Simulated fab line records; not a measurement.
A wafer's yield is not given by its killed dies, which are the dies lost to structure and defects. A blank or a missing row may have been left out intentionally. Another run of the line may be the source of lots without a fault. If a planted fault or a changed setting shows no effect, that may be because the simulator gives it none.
Which tool did it? ; flow sky130 ; 11 lots with 33 wafers sampled at 5 steps, on a route of 708 steps

== WHAT THE GAUGES READ, wafer by wafer ==
SKY_VIA2_BOW_MEAS_03.
lot;measured;on;VIA2_BOW (um)
L560;day 35 12:12;film_metro-01;94 72 84
L561;day 36 03:54;film_metro-03;85 86 85
L563;day 36 15:20;film_metro-02;90 90 102
L564;day 37 01:43;film_metro-01;95 77 73
L566;day 37 16:46;film_metro-03;89 90 93
L567;day 37 21:02;film_metro-03;85 83 83
L568;day 38 08:19;film_metro-01;79 81 71
L573;day 39 22:56;film_metro-02;89 96 96
L575;day 40 10:07;film_metro-03;93 95 100
L576;day 41 00:14;film_metro-03;89 77 91
L580;day 42 00:19;film_metro-03;97 99 90

SKY_VIA4_THK_MEAS_01.
lot;measured;on;VIA4_HDPCVD_THK (nm)
L560;day 42 01:39;film_metro-01;1726 1703 1734
L561;day 42 15:03;film_metro-02;1757 1760 1745
L563;day 43 02:23;film_metro-02;1735 1743 1752
L564;day 43 11:28;film_metro-03;1731 1741 1729
L566;day 44 00:41;film_metro-01;1745 1744 1741
L567;day 44 05:31;film_metro-01;1723 1742 1728
L568;day 44 14:23;film_metro-03;1725 1735 1752
L573;day 46 01:16;film_metro-01;1743 1726 1739
L575;day 46 09:17;film_metro-01;2640 2641 2641
L576;day 46 21:16;film_metro-01;2610 2605 2622
L580;day 47 17:46;film_metro-02;1738 1750 1713

== EACH LOT AND THE TOOL THAT RAN IT (in order: tool; ch and the chambers of the sampled wafers; start) ==
lot;SKY_METAL2_DESCUM_17;SKY_METAL2_ETCH_18;SKY_VIA4_HDPCVD_00
L560;rie_metal-02 ch 0, day 35 10:52;rie_metal-02 ch 0, day 35 10:54;hdpcvd-02 ch 0,1,2, day 42 01:28
L561;rie_metal-03 ch 0,1, day 36 02:33;rie_metal-03 ch 0,1, day 36 02:35;hdpcvd-01 ch 0,1,2, day 42 14:52
L563;rie_metal-01 ch 0,1, day 36 14:04;rie_metal-01 ch 0,1, day 36 14:06;hdpcvd-02 ch 0,1, day 43 02:13
L564;rie_metal-02 ch 0,1, day 37 00:26;rie_metal-02 ch 0,1, day 37 00:28;hdpcvd-01 ch 1,2, day 43 11:16
L566;rie_metal-02 ch 0,1, day 37 15:28;rie_metal-02 ch 0,1, day 37 15:30;hdpcvd-02 ch 1,2, day 44 00:30
L567;rie_metal-02 ch 0,1, day 37 19:39;rie_metal-02 ch 0,1, day 37 19:41;hdpcvd-01 ch 0,1,2, day 44 05:19
L568;rie_metal-02 ch 0,1, day 38 07:03;rie_metal-02 ch 0,1, day 38 07:05;hdpcvd-02 ch 0,1,2, day 44 14:12
L573;rie_metal-02 ch 0,1, day 39 21:36;rie_metal-02 ch 0,1, day 39 21:38;hdpcvd-01 ch 1,2, day 46 01:04
L575;rie_metal-02 ch 0,1, day 40 08:49;rie_metal-02 ch 0,1, day 40 08:51;hdpcvd-02 ch 0,1,2, day 46 09:10
L576;rie_metal-02 ch 0,1, day 40 22:57;rie_metal-02 ch 0,1, day 40 22:59;hdpcvd-02 ch 1,2, day 46 21:04
L580;rie_metal-03 ch 0,1, day 41 23:01;rie_metal-03 ch 0,1, day 41 23:03;hdpcvd-01 ch 0,1, day 47 17:35
- SKY_METAL2_DESCUM_17: chemistry O2, time 8 s.
- SKY_METAL2_ETCH_18: etches BARC in N2/H2, stops on SiO2, time 45.9 s, target depth 60 nm.
- SKY_VIA4_HDPCVD_00: deposits SiO2, target thk 1750 nm, time 291.7 s.

== AS READ BY THE TOOLS THEMSELVES (means over the sampled wafers that have a number; for cases with no such wafer, the mark the record gives instead) ==
SKY_METAL2_DESCUM_17.
lot;tool;drypump_motor_current_A (A);oes_product_au (a.u.)
L560;rie_metal-02;5.3;1.008
L561;rie_metal-03;5.5;1.002
L563;rie_metal-01;5.6;0.996
L564;rie_metal-02;6.1;1.002
L566;rie_metal-02;5.7;0.995
L567;rie_metal-02;5.7;1.010
L568;rie_metal-02;5.7;1.009
L573;rie_metal-02;6.1;1.003
L575;rie_metal-02;5.7;1.001
L576;rie_metal-02;6.0;0.994
L580;rie_metal-03;5.5;1.001

SKY_METAL2_ETCH_18.
lot;tool;drypump_motor_current_A (A);n2_flow_sccm (sccm);oes_product_au (a.u.);throttle_valve_pct (%)
L560;rie_metal-02;5.3;99.89;0.857;13.224
L561;rie_metal-03;5.5;100.38;0.855;13.226
L563;rie_metal-01;5.5;99.85;0.854;13.215
L564;rie_metal-02;6.1;100.00;0.852;13.222
L566;rie_metal-02;5.7;99.81;0.860;13.229
L567;rie_metal-02;5.7;99.66;0.858;13.215
L568;rie_metal-02;5.7;99.85;0.857;13.216
L573;rie_metal-02;6.1;100.03;0.848;13.221
L575;rie_metal-02;5.7;99.96;0.854;13.229
L576;rie_metal-02;6.0;100.07;0.856;13.230
L580;rie_metal-03;5.5;100.02;0.855;13.223

SKY_VIA4_HDPCVD_00.
lot;tool;sih4_flow_sccm (sccm);susceptor_temp_C (C)
L560;hdpcvd-02;59.87;400.13
L561;hdpcvd-01;59.95;399.86
L563;hdpcvd-02;59.92;399.89
L564;hdpcvd-01;60.02;400.04
L566;hdpcvd-02;59.98;400.20
L567;hdpcvd-01;60.10;400.27
L568;hdpcvd-02;59.91;400.09
L573;hdpcvd-01;59.99;399.85
L575;hdpcvd-02;90.11;399.95
L576;hdpcvd-02;90.15;399.83
L580;hdpcvd-01;59.98;400.17

== THE ANSWER, worked out from the rows above alone ==
Rule: the usual values come from the lots themselves. The widest of any qualifying gaps counts: lots, ordered by their means at a reading, are off when they make up no more than a third of the lots, leave a main group of 4 or more, and stand apart from it by 3 or more times the standard deviation of that group's means. The tables above print the reading to a certain number of digits; a main group whose means all agree to those digits is not used. A lot without any number at a reading at which 4 lots or more have one is off too. Where the step has rows for the other lots, those lots are counted as sound. First the gauges in route order, then the tools' own readings, where a lot's mean is used as printed above. At the first step where some lot is off, the reading lying furthest off is the one used; lots without a number count as furthest.
Off: at SKY_VIA4_THK_MEAS_01 (VIA4_HDPCVD_THK), L575, L576. Main group: mean 1737 nm, sd 8.7.
If a tool, at a process step before that reading, ran all the lots that are off and no sound lot after the first of them, it fits. Not tried: the gauges at SKY_VIA4_THK_MEAS_01; whatever is off there is also off at SKY_VIA4_HDPCVD_00, on other tools, and gauge error can't account for it. 2 tools fit, rie_metal-02 at SKY_METAL2_DESCUM_17 and SKY_METAL2_ETCH_18 and hdpcvd-02 at SKY_VIA4_HDPCVD_00, so this cannot tell which one it is.

== WHAT WAS PUT IN BY THE SIMULATOR ==
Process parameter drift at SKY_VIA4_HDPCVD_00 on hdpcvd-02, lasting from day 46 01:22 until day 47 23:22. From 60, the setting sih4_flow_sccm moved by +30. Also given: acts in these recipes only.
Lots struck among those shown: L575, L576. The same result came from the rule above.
